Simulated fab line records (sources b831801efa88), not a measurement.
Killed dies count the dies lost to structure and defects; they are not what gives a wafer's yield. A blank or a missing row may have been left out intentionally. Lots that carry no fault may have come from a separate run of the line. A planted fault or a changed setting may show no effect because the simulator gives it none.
Which tool is to blame?    flow sky130    Sampling: 12 lots, 36 wafers, 4 of 708 route steps

WHAT EACH GAUGE READ, for each wafer
SKY_LDD_HVN_OVL_MEAS_07. Usual: LDD_HVN_OVL typically reads -0.7 nm, with standard deviation 1.5.
lot   measured      on          LDD_HVN_OVL (nm)  flag
L603  day 20 02:16  overlay-02  -1.7 -3.8 -4.9    
L604  day 20 13:22  overlay-01  0.6 0.7 -0.5      
L606  day 22 01:22  overlay-02  2.6 -0.5 -0.9     
L608  day 22 08:31  overlay-01  2.7 0.8 1.2       
L609  day 22 21:16  overlay-02  -2.5 0.1 -3.1     
L610  day 23 10:34  overlay-02  1.2 1.4 -1.0      
L611  day 23 13:41  overlay-02  -0.3 0.1 -2.2     
L619  day 26 05:09  overlay-02  1.0 2.1 1.4       
L620  day 26 17:09  overlay-02  -0.7 -1.3 -2.2    
L621  day 26 20:12  overlay-01  -2.4 1.1 -2.5     
L623  day 27 10:30  overlay-02  -2.6 -1.5 -0.6    
L626  day 28 13:51  overlay-01  -1.8 -2.3 -2.0    

SKY_SD_P_OVL_MEAS_08. Usual: SD_P_OVL typically reads 0.4 nm, with standard deviation 1.5.
lot   measured      on          SD_P_OVL (nm)   flag
L603  day 25 05:26  overlay-02  2.5 2.9 1.9     
L604  day 25 17:53  overlay-02  1.1 -1.1 -1.0   
L606  day 27 04:38  overlay-02  1.7 2.1 0.9     
L608  day 27 09:56  overlay-02  -2.0 0.1 -0.4   
L609  day 27 22:11  overlay-01  0.5 -0.9 2.0    
L610  day 28 11:14  overlay-02  3.3 0.9 1.7     
L611  day 28 14:59  overlay-02  -0.4 -0.9 -2.2  
L619  day 31 01:49  overlay-01  0.6 1.4 0.2     
L620  day 31 13:31  overlay-01  -1.7 -0.7 -2.1  
L621  day 31 16:16  overlay-01  -3.6 -3.3 -2.0  
L623  day 32 04:17  overlay-01  -0.1 0.1 0.0    
L626  day 33 05:43  overlay-01  1.6 2.3 0.0     

EACH LOT AND THE TOOL THAT RAN IT (in order: tool; ch and the chambers of the sampled wafers; start)
lot   SKY_VT_ADJUST_NCORE_COAT_02        SKY_VT_ADJUST_NCORE_STRIP_10
L603  litho track-04 ch 0, day 8 02:13   plasma asher-03 ch 0,1, day 8 13:12
L604  litho track-01 ch 0, day 8 11:44   plasma asher-01 ch 0,1, day 8 22:38
L606  litho track-04 ch 0, day 9 08:41   plasma asher-03 ch 0,1, day 9 20:16
L608  litho track-01 ch 0, day 9 15:28   plasma asher-03 ch 0,1, day 10 02:48
L609  litho track-01 ch 0, day 9 23:40   plasma asher-04 ch 0,1, day 10 11:41
L610  litho track-01 ch 0, day 10 06:46  plasma asher-01 ch 0,1, day 10 18:40
L611  litho track-02 ch 0, day 10 12:00  plasma asher-04 ch 0,1, day 10 23:53
L619  litho track-02 ch 0, day 12 17:15  plasma asher-04 ch 0,1, day 13 06:22
L620  litho track-02 ch 0, day 13 00:03  plasma asher-04 ch 0,1, day 13 12:59
L621  litho track-04 ch 0, day 13 07:19  plasma asher-03 ch 0, day 13 20:34
L623  litho track-02 ch 0, day 13 20:34  plasma asher-04 ch 0,1, day 14 10:47
L626  litho track-04 ch 0, day 14 22:31  plasma asher-04 ch 0,1, day 15 12:37
- SKY_VT_ADJUST_NCORE_COAT_02: resist thk 1140 nm.
- SKY_VT_ADJUST_NCORE_STRIP_10: strips in O2/N2.

AS READ BY THE TOOLS THEMSELVES (means over the sampled wafers that have a number; for cases with no such wafer, the mark the record gives instead)
SKY_VT_ADJUST_NCORE_COAT_02. Usual: spin speed rpm reads 3000.2 rpm (standard deviation 1.8).
lot   tool            spin speed rpm (rpm)  flag
L603  litho track-04  3000.4                
L604  litho track-01  2998.8                
L606  litho track-04  3000.5                
L608  litho track-01  2999.0                
L609  litho track-01  2848.5                OFF
L610  litho track-01  2847.4                OFF
L611  litho track-02  2998.5                
L619  litho track-02  2998.1                
L620  litho track-02  3000.6                
L621  litho track-04  2999.9                
L623  litho track-02  2998.9                
L626  litho track-04  3001.4                

SKY_VT_ADJUST_NCORE_STRIP_10. Usual: drypump motor current A 5.29 A, standard deviation 0.28; oes product au 0.715 a.u., standard deviation 0.0043; strip time to endpoint s 14.18 s, standard deviation 0.042.
lot   tool             drypump motor current A (A)  oes product au (a.u.)  strip time to endpoint s (s)  flag
L603  plasma asher-03  5.68                         0.717                  14.19                         
L604  plasma asher-01  5.24                         0.712                  14.20                         
L606  plasma asher-03  5.68                         0.713                  14.18                         
L608  plasma asher-03  5.65                         0.718                  14.15                         
L609  plasma asher-04  5.28                         0.713                  14.43                         OFF
L610  plasma asher-01  5.24                         0.714                  14.42                         OFF
L611  plasma asher-04  5.20                         0.714                  14.15                         
L619  plasma asher-04  5.28                         0.714                  14.17                         
L620  plasma asher-04  5.20                         0.712                  14.23                         
L621  plasma asher-03  5.58                         0.713                  14.27                         
L623  plasma asher-04  5.20                         0.716                  14.19                         
L626  plasma asher-04  5.20                         0.717                  14.19                         

THE ANSWER, worked out from the rows above alone
Rule: a lot counts as off when the mean over its wafers that have a number is more than 3 standard deviations away from the usual mean. Also off: a lot with no number at a reading for which 4 or more lots have one. All remaining lots with rows at the step are treated as sound. After the gauges, taken in route order, come the tools' own readings; for these a lot's mean is taken, as printed above. The first step at which some lot is off is used, and at that step the reading that is off furthest; a lot without a number counts as furthest.
Off at SKY_VT_ADJUST_NCORE_COAT_02 (spin speed rpm): L609, L610.
If a tool, at that step or one of the process steps before it, ran each lot that is off and ran no sound lot following the first of them, it fits. One fits: litho track-01 at SKY_VT_ADJUST_NCORE_COAT_02. A fault onset in the window from L608 (day 9 15:28, its last sound lot) to L609 (day 9 23:40, its first lot off) fits.
The tool's own readings at SKY_VT_ADJUST_NCORE_COAT_02 bear it out: on the lots that are off they differ by more than 5 times the standard deviation of the sound lots' means. spin speed rpm reads 2847.9 rpm there against 2999.6 rpm on the sound lots.

WHAT THE SIMULATOR HAD INSERTED
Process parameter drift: litho track-01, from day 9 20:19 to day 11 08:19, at SKY_VT_ADJUST_NCORE_COAT_02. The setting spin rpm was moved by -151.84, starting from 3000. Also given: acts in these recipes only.
Struck lots among those shown: L609, L610. The rule given above showed the same thing.
